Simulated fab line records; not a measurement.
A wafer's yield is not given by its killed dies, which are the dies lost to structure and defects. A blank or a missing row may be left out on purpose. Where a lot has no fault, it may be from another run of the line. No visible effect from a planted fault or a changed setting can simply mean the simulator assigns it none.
A lot that was struck, set against a sound lot ; flow sky130 ; 19 out of 708 route steps
Sound: wafers L121.2, L121.3, L121.4. The struck wafers were L125.2, L125.4, L125.5. At the end, the cause is stated.
At each step with rows: each side's tool, then ch and its chambers, then its first start. Under that, the readings that differ: sound wafers ; struck wafers ; difference of the means ; sigmas: that difference in standard deviations of wafers without a fault.
alike: readings with means less than 2 such deviations apart, plus words and numbers identical on both sides. not compared: withheld readings, readings lacking a value on some wafer, bounds such as >300 that could conceal the same value, and numbers that have no deviation in the record and whose values overlap.
The two part at a step that has a row with sigmas, a row that says differs or no value, or rows on one side only. Numbers that have no deviation but don't overlap get no sigmas and don't part them. A reading that every wafer of one side lacks parts them only if that side has two wafers or more.

first, 1 step without rows for these wafers: SKY_RES_XHIGH_IMPLANT_07.
SKY_RES_XHIGH_STRIP_08: strips in O2/N2.
  sound on plasma-asher-04 ch 0,1, day 26 15:05; struck on plasma-asher-02 ch 0,1, day 28 08:18
  alike: drypump-motor-current-A, n2-flow-sccm, oes-product-au, strip-time-to-endpoint-s
  not compared: rf-hours-counter-h
SKY_RES_XHIGH_TW_MEAS_09:
  sound on film-metro-04, day 26 15:11; struck on film-metro-04, day 28 08:25
  alike: RES_XHIGH_TW
then, 7 steps without rows for these wafers: SKY_SD_N_DEHYDRATE_00 (time 60 s); SKY_SD_N_HMDS_01 (prime time 60 s); SKY_SD_N_COAT_02 (resist thk 1140 nm); SKY_SD_N_SOFTBAKE_03 (time 60 s); SKY_SD_N_EXPOSE_04 (exposes mask NSDM, target cd 380 nm); SKY_SD_N_PEB_05; SKY_SD_N_DEVELOP_06 (develop time 60 s).
SKY_SD_N_CD_MEAS_07 targets a cd of 380 nm.
  sound on cd-sem-01, day 27 19:54; struck on cd-sem-01, day 29 11:42
  alike: cd-nm
SKY_SD_N_OVL_MEAS_08:
  sound on overlay-01, day 27 20:00; struck on overlay-01, day 29 11:48
  alike: SD_N_OVL
SKY_SD_N_IMPLANT_09:
  struck on implanter-04, day 29 11:52; sound on implanter-04 ch 0, day 27 20:04
  no value came back on the struck wafers for beam-energy-keV, beam-on-s (s), end-station-pressure-torr (Torr); on the sound wafers beam-energy-keV reads 50.002 49.998 49.983
following that, these wafers have no rows for 1 step: SKY_SD_N_IMPLANT_10.
SKY_SD_N_STRIP_11: strips in O2/N2.
  sound on plasma-asher-01 ch 0,1, day 27 20:20; struck on plasma-asher-01 ch 0,1, day 29 12:08
reading;sound;struck;difference;sigmas
oes-product-au (a.u.);0.522 0.538 0.533;0.724 0.726 0.715;+0.191;+38
strip-time-to-endpoint-s (s);22.53 22.50 22.54;14.25 14.22 14.23;-8.29;-99 or more
  alike: drypump-motor-current-A, n2-flow-sccm
  not compared: rf-hours-counter-h
SKY_SD_N_TW_MEAS_12:
  sound on film-metro-04, day 27 20:26; struck on film-metro-03, day 29 12:14
reading;sound;struck;difference;sigmas
SD_N_TW;3970 3971 3975;1401 1398 1402;-2572;-86
then, 1 step without rows for these wafers: SKY_SD_N_CLEAN_13 (cleans in SC1/SC2, time 150 s).
SKY_SD_N_RTA_14: time 2 s.
  sound on rtp-anneal-02 ch 0, day 27 20:33; struck on rtp-anneal-02 ch 0, day 29 12:21
  alike: lamp-power-pct, ramp-up-c-per-s, wafer_temp_C_max
SKY_SD_N_RS_MEAS_16: a four-point-probe measurement.
  sound on film-metro-04, day 27 20:44; struck on film-metro-04, day 29 12:32
reading;sound;struck;difference;sigmas
SD_N_RS (ohm/sq);68.48 68.64 68.73;437.89 440.15 438.61;+370.27;+99 or more

== WHERE THEY PART ==
First at SKY_SD_N_IMPLANT_09; last, within this record, at SKY_SD_N_RS_MEAS_16.

WHY: the cause the simulator had injected
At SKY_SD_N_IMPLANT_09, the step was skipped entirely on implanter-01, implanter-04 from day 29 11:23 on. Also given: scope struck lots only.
